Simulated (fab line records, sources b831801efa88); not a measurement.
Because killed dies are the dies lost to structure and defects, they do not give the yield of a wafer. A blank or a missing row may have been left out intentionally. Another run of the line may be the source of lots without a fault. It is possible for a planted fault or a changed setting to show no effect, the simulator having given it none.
Check of tool commonality ; flow gf180mcu ; Sample size 11 lots and 32 wafers

== REASON FOR OPENING ==
GF_TOP_METAL_RS_MEAS_05, reading TOP_METAL_ALCU_RS: flagged on 1 of 11 lots. Wafers without a fault read 0.0329 ohm/sq, standard deviation 0.00033.
Rule: a lot is flagged in two cases, either no wafer of it has a number, or all its wafers with numbers fall more than 4 standard deviations from that mean. The other lots count as sound.

lot;measured;on;TOP_METAL_ALCU_RS (ohm/sq), wafer by wafer;flag
L267;day 27 16:04;film_metro-03;0.0329 0.0328 0.0329;
L268;day 28 05:23;film_metro-03;0.0324 0.0328 0.0324;
L269;day 28 07:06;film_metro-03;0.0329 0.0325 0.0328;
L270;day 28 18:22;film_metro-03;0.0329 0.0332 0.0333;
L271;day 29 01:42;film_metro-04;0.0332 0.0338 0.0336;
L272;day 29 08:09;film_metro-04;0.0329 0.0329 0.0330;
L282;day 32 06:20;film_metro-03;0.0458 0.0454;FLAGGED
L283;day 32 12:52;film_metro-03;0.0324 0.0324 0.0327;
L284;day 32 17:30;film_metro-02;0.0325 0.0329 0.0331;
L286;day 33 01:14;film_metro-04;0.0323 0.0325 0.0327;
L288;day 33 11:31;film_metro-04;0.0331 0.0327 0.0333;
On average the flagged lots' numbers are 0.0456 ohm/sq, which is +0.0127 ohm/sq against the usual, or +38 standard deviations.

== TOOL THAT RAN EACH LOT ==
2 process steps preceding the reading are held in the record, out of 602 steps in the route. Read each cell as the tool, then ch plus the chambers that the sampled wafers visited, then the start.
lot;flag;GF_V5_SPUTTER_22;GF_TOP_METAL_SPUTTER_02
L267;;pvd_sputter-04, day 27 15:04;pvd_sputter-03, day 27 15:59
L268;;pvd_sputter-02, day 28 04:31;pvd_sputter-03, day 28 05:17
L269;;pvd_sputter-04, day 28 06:15;pvd_sputter-01, day 28 07:01
L270;;pvd_sputter-03, day 28 17:30;pvd_sputter-01, day 28 18:16
L271;;pvd_sputter-02, day 29 00:51;pvd_sputter-01, day 29 01:37
L272;;pvd_sputter-03, day 29 07:17;pvd_sputter-01, day 29 08:02
L282;FLAGGED;pvd_sputter-03, day 32 05:27;pvd_sputter-01, day 32 06:13
L283;;pvd_sputter-03, day 32 12:01;pvd_sputter-03, day 32 12:47
L284;;pvd_sputter-02, day 32 16:32;pvd_sputter-02, day 32 17:25
L286;;pvd_sputter-03, day 33 00:23;pvd_sputter-02, day 33 01:08
L288;;pvd_sputter-04, day 33 10:39;pvd_sputter-02, day 33 11:25
What these steps do:
- GF_V5_SPUTTER_22: material TiN, target thk 10 nm, time 40 s.
- GF_TOP_METAL_SPUTTER_02: material AlCu, target thk 900 nm, time 47.82 s.
- GF_TOP_METAL_RS_MEAS_05: measures by four-point-probe.

== FLAGGED AGAINST TOTAL, ONE TOOL AT A TIME (gauges that did the reading follow at the end) ==
step;tool;lots run;flagged;share of the flagged lots;sound lots run after its first flagged lot
GF_V5_SPUTTER_22;pvd_sputter-02;3;0;none;-
GF_V5_SPUTTER_22;pvd_sputter-03;5;1;all;2 (L283,L286)
GF_V5_SPUTTER_22;pvd_sputter-04;3;0;none;-
GF_TOP_METAL_SPUTTER_02;pvd_sputter-01;5;1;all;0
GF_TOP_METAL_SPUTTER_02;pvd_sputter-02;3;0;none;-
GF_TOP_METAL_SPUTTER_02;pvd_sputter-03;3;0;none;-
GF_TOP_METAL_RS_MEAS_05;film_metro-02;1;0;none;-
GF_TOP_METAL_RS_MEAS_05;film_metro-03;6;1;all;1 (L283)
GF_TOP_METAL_RS_MEAS_05;film_metro-04;4;0;none;-

== WHAT IS ALLOWED BY THE TABLE ==
3 rows of the table ran every flagged lot: pvd_sputter-03 at GF_V5_SPUTTER_22, pvd_sputter-01 at GF_TOP_METAL_SPUTTER_02, film_metro-03 at GF_TOP_METAL_RS_MEAS_05.
- pvd_sputter-03 at GF_V5_SPUTTER_22: 1 of its 5 lots flagged. After the first flagged lot (L283, L286), sound lots still ran on it; a lasting fault on the whole tool would not permit that.
- pvd_sputter-01 at GF_TOP_METAL_SPUTTER_02: 1 of its 5 lots flagged. A fault beginning between L272 (day 29 08:02), its last sound lot, and L282 (day 32 06:13), its first flagged one, fits the data.
- film_metro-03 at GF_TOP_METAL_RS_MEAS_05: 1 of its 6 lots flagged. After the first flagged lot (L283), sound lots still ran on it; a lasting fault on the whole tool would not permit that.
One tool is left: pvd_sputter-01 at GF_TOP_METAL_SPUTTER_02.

== WHAT WAS PUT IN BY THE SIMULATOR ==
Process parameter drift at GF_TOP_METAL_SPUTTER_02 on pvd_sputter-01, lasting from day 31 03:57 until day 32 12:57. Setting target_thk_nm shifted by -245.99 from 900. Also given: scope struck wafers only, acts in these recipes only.
Lots struck among those shown: L282. The same result came from the rule above.
